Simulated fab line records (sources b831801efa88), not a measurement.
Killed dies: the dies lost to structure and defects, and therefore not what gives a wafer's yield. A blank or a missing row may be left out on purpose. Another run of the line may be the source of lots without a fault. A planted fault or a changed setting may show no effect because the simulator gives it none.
Which tool is to blame?    flow gf180mcu    11 lots, 33 wafers sampled, at 4 steps of a route of 602

## WHAT THE GAUGES SHOWED, per wafer
GF_V3_THK_MEAS_03.
lot   measured      on             V3_CVD_02_THK (nm)
L371  day 21 00:56  film_metro-03  835 849 851
L372  day 21 19:27  film_metro-01  841 840 847
L373  day 22 00:03  film_metro-02  841 853 863
L374  day 22 17:07  film_metro-02  840 852 850
L375  day 23 15:49  film_metro-02  854 849 859
L378  day 24 06:35  film_metro-02  839 842 861
L377  day 24 22:44  film_metro-01  831 832 849
L381  day 25 12:16  film_metro-02  849 849 858
L382  day 26 02:17  film_metro-02  834 842 856
L384  day 26 07:33  film_metro-03  837 830 847
L385  day 26 22:53  film_metro-01  834 1179 837

## EACH LOT AND THE TOOL THAT RAN IT (in order: tool; ch and the chambers of the sampled wafers; start)
lot   GF_SALICIDE_RTA_08                GF_CONTACT_ETCH_16                  GF_V3_CVD_02
L371  rtp_anneal-01 ch 0, day 14 22:47  rie_diel-02 ch 0,2, day 15 21:43    pecvd-01 ch 1,2, day 21 00:51
L372  rtp_anneal-02 ch 0, day 15 13:43  rie_diel-02 ch 2,3, day 16 12:45    pecvd-03 ch 0,1,2, day 21 19:22
L373  rtp_anneal-02 ch 0, day 15 16:31  rie_diel-04 ch 0,1,2, day 16 15:51  pecvd-01 ch 0,1,2, day 21 23:59
L374  rtp_anneal-02 ch 0, day 16 11:13  rie_diel-04 ch 0,1, day 17 10:42    pecvd-03 ch 0,2, day 22 17:03
L375  rtp_anneal-01 ch 0, day 17 10:19  rie_diel-04 ch 2,3, day 18 09:07    pecvd-04 ch 0,1,2, day 23 15:45
L378  rtp_anneal-01 ch 0, day 18 02:04  rie_diel-03 ch 1,3, day 18 23:38    pecvd-01 ch 0,1,2, day 24 06:31
L377  rtp_anneal-01 ch 0, day 18 14:27  rie_diel-02 ch 0,2,3, day 19 15:53  pecvd-03 ch 1,2, day 24 22:40
L381  rtp_anneal-02 ch 0, day 19 08:08  rie_diel-04 ch 0,1, day 20 08:40    pecvd-04 ch 0,2, day 25 12:09
L382  rtp_anneal-01 ch 0, day 19 23:10  rie_diel-03 ch 0,1,2, day 21 00:07  pecvd-01 ch 0,1, day 26 02:12
L384  rtp_anneal-02 ch 0, day 20 06:52  rie_diel-02 ch 0,1,2, day 21 07:58  pecvd-01 ch 1,2, day 26 07:29
L385  rtp_anneal-02 ch 0, day 20 21:20  rie_diel-03 ch 0,2,3, day 21 22:07  pecvd-01 ch 0,1, day 26 22:49
- GF_SALICIDE_RTA_08: time 30 s.
- GF_CONTACT_ETCH_16: etches BARC in N2/H2.
- GF_V3_CVD_02: deposits SiO2 from TEOS, target thk 850 nm, time 94.851 s.

## WHAT THE TOOLS THEMSELVES READ (means of the sampled wafers that have a number; where no wafer has one, the mark that the record gives instead)
GF_SALICIDE_RTA_08.
lot   tool           lamp_power_pct (%)  wafer_temp_C_max
L371  rtp_anneal-01  16.4                802.2
L372  rtp_anneal-02  18.9                804.8
L373  rtp_anneal-02  18.9                803.4
L374  rtp_anneal-02  18.9                804.1
L375  rtp_anneal-01  16.4                802.1
L378  rtp_anneal-01  16.4                801.7
L377  rtp_anneal-01  16.4                801.8
L381  rtp_anneal-02  19.0                804.0
L382  rtp_anneal-01  16.4                802.0
L384  rtp_anneal-02  18.9                803.8
L385  rtp_anneal-02  19.0                803.7

GF_CONTACT_ETCH_16.
lot   tool         drypump_motor_current_A (A)  oes_product_au (a.u.)  throttle_valve_pct (%)
L371  rie_diel-02  6.2                          0.852                  13.223
L372  rie_diel-02  6.1                          0.858                  13.228
L373  rie_diel-04  5.2                          0.849                  13.231
L374  rie_diel-04  5.1                          0.856                  13.226
L375  rie_diel-04  5.4                          0.855                  13.216
L378  rie_diel-03  5.9                          0.863                  13.224
L377  rie_diel-02  5.8                          0.861                  13.225
L381  rie_diel-04  5.1                          0.859                  13.234
L382  rie_diel-03  6.2                          0.855                  13.225
L384  rie_diel-02  6.0                          0.854                  13.222
L385  rie_diel-03  5.9                          0.858                  13.223

GF_V3_CVD_02.
lot   tool      heater_power_w (W)
L371  pecvd-01  768
L372  pecvd-03  631
L373  pecvd-01  700
L374  pecvd-03  659
L375  pecvd-04  709
L378  pecvd-01  621
L377  pecvd-03  655
L381  pecvd-04  626
L382  pecvd-01  669
L384  pecvd-01  810
L385  pecvd-01  628

## THE ANSWER, worked out from the rows above alone
Rule: the usual values come from the lots themselves. Put in order of their means at a reading, lots are off if they are a third of the lots or fewer, leave a main group of 4 or more, and stand apart from it by a gap of 3 or more times the standard deviation of the main group's means; of several such gaps the widest counts. A main group whose means are all the same, to the digits that the tables above print for the reading, isn't used. A lot without any number at a reading at which 4 lots or more have one is off too. Any other lot the step has rows for is counted as sound. Order of review: gauges by route order, followed by the tools' own readings, for which a lot's mean as printed above is used. The first step at which some lot is off is used, and at that step the reading that is off furthest; a lot without a number counts as furthest.
Off: at GF_V3_THK_MEAS_03 (V3_CVD_02_THK), L385. The main group: mean 846 nm, standard deviation 5.5.
If a tool, at a process step before that reading, ran all the lots that are off and no sound lot after the first of them, it fits. Those tools and the gauges at GF_V3_THK_MEAS_03 are tried in the same way. Can't be told from this: 4 tools fit, rtp_anneal-02 at GF_SALICIDE_RTA_08, rie_diel-03 at GF_CONTACT_ETCH_16, pecvd-01 at GF_V3_CVD_02, film_metro-01 at GF_V3_THK_MEAS_03.

## WHAT THE SIMULATOR HAD INSERTED
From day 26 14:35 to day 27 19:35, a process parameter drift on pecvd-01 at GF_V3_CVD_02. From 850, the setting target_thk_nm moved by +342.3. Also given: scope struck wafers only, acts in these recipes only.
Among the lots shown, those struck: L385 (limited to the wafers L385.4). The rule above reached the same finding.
